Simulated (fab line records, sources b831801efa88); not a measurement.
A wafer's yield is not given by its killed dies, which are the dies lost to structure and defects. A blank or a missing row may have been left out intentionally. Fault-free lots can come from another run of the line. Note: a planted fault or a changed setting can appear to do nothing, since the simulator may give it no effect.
The tool behind it: which one? :: flow sky130 :: 10 lots, 30 wafers sampled, at 2 steps of a route of 708

WHAT THE GAUGES SHOWED, per wafer
SKY_METAL1_CD_MEAS_15 targets a cd of 140 nm.
lot: L731
measured: day 32 19:26
on: cdSem-02
cdNm (nm): 139.0 139.4 139.6

lot: L732
measured: day 33 16:32
on: cdSem-02
cdNm (nm): 140.9 139.5 140.6

lot: L733
measured: day 33 21:26
on: cdSem-01
cdNm (nm): 141.4 141.5 140.2

lot: L734
measured: day 34 13:01
on: cdSem-02
cdNm (nm): 140.2 141.1 140.6

lot: L735
measured: day 34 20:52
on: cdSem-02
cdNm (nm): 142.4 141.2 141.7

lot: L742
measured: day 36 19:02
on: cdSem-02
cdNm (nm): 140.8 142.8 140.8

lot: L745
measured: day 38 06:31
on: cdSem-02
cdNm (nm): 141.2 140.1 141.5

lot: L748
measured: day 39 13:47
on: cdSem-01
cdNm (nm): 139.1 138.8 139.2

lot: L750
measured: day 40 00:47
on: cdSem-02
cdNm (nm): 138.0 138.4 137.5

lot: L752
measured: day 40 09:31
on: cdSem-02
cdNm (nm): 141.0 141.6 141.1

TOOL THAT RAN EACH LOT (tool first, then ch and the chambers of the sampled wafers, then the start)
lot: L731
SKY_CONTACT_ETCH_16: rieDiel-02 ch 1,2,3, day 31 14:08

lot: L732
SKY_CONTACT_ETCH_16: rieDiel-04 ch 1,3, day 32 11:07

lot: L733
SKY_CONTACT_ETCH_16: rieDiel-02 ch 0,2,3, day 32 17:06

lot: L734
SKY_CONTACT_ETCH_16: rieDiel-04 ch 1,2, day 33 08:46

lot: L735
SKY_CONTACT_ETCH_16: rieDiel-04 ch 0,1, day 33 15:49

lot: L742
SKY_CONTACT_ETCH_16: rieDiel-02 ch 0,1,2, day 35 14:59

lot: L745
SKY_CONTACT_ETCH_16: rieDiel-02 ch 1,3, day 37 02:50

lot: L748
SKY_CONTACT_ETCH_16: rieDiel-04 ch 0,1, day 38 11:22

lot: L750
SKY_CONTACT_ETCH_16: rieDiel-02 ch 0,1,2, day 38 21:34

lot: L752
SKY_CONTACT_ETCH_16: rieDiel-02 ch 1,2,3, day 39 07:04
- SKY_CONTACT_ETCH_16: etches BARC in N2/H2, stops on SiO2, time 45.9 s, target depth 60 nm.

WHAT THE TOOLS THEMSELVES READ (means of the sampled wafers that have a number; where no wafer has one, the mark that the record gives instead)
SKY_CONTACT_ETCH_16.
lot: L731
tool: rieDiel-02
drypumpMotorCurrentA (A): 5.8
oesProductAu (a.u.): 0.856
throttleValvePct (%): 13.227

lot: L732
tool: rieDiel-04
drypumpMotorCurrentA (A): 5.6
oesProductAu (a.u.): 0.863
throttleValvePct (%): 13.223

lot: L733
tool: rieDiel-02
drypumpMotorCurrentA (A): 5.4
oesProductAu (a.u.): 0.854
throttleValvePct (%): 13.223

lot: L734
tool: rieDiel-04
drypumpMotorCurrentA (A): 5.5
oesProductAu (a.u.): 0.856
throttleValvePct (%): 13.234

lot: L735
tool: rieDiel-04
drypumpMotorCurrentA (A): 5.3
oesProductAu (a.u.): 0.859
throttleValvePct (%): 13.226

lot: L742
tool: rieDiel-02
drypumpMotorCurrentA (A): 5.8
oesProductAu (a.u.): 0.852
throttleValvePct (%): 13.221

lot: L745
tool: rieDiel-02
drypumpMotorCurrentA (A): 5.4
oesProductAu (a.u.): 0.856
throttleValvePct (%): 13.216

lot: L748
tool: rieDiel-04
drypumpMotorCurrentA (A): 5.2
oesProductAu (a.u.): 0.853
throttleValvePct (%): 13.223

lot: L750
tool: rieDiel-02
drypumpMotorCurrentA (A): 5.8
oesProductAu (a.u.): 0.855
throttleValvePct (%): 13.238

lot: L752
tool: rieDiel-02
drypumpMotorCurrentA (A): 5.7
oesProductAu (a.u.): 0.854
throttleValvePct (%): 13.223

THE ANSWER, worked out from the rows above alone
Rule: what is usual is taken from the lots themselves. Put in order of their means at a reading, lots are off if they are a third of the lots or fewer, leave a main group of 4 or more, and stand apart from it by a gap of 3 or more times the standard deviation of the main group's means; of several such gaps the widest counts. A main group whose means are all the same, to the digits that the tables above print for the reading, isn't used. Also off: a lot with no number at a reading for which 4 or more lots have one. Any other lot the step has rows for is counted as sound. After the gauges, taken in route order, come the tools' own readings; for these a lot's mean is taken, as printed above. The first step at which some lot is off is used, and at that step the reading that is off furthest; a lot without a number counts as furthest.
No lot is off on any of the readings shown, so nothing can be concluded from this.

WHAT THE SIMULATOR HAD INSERTED
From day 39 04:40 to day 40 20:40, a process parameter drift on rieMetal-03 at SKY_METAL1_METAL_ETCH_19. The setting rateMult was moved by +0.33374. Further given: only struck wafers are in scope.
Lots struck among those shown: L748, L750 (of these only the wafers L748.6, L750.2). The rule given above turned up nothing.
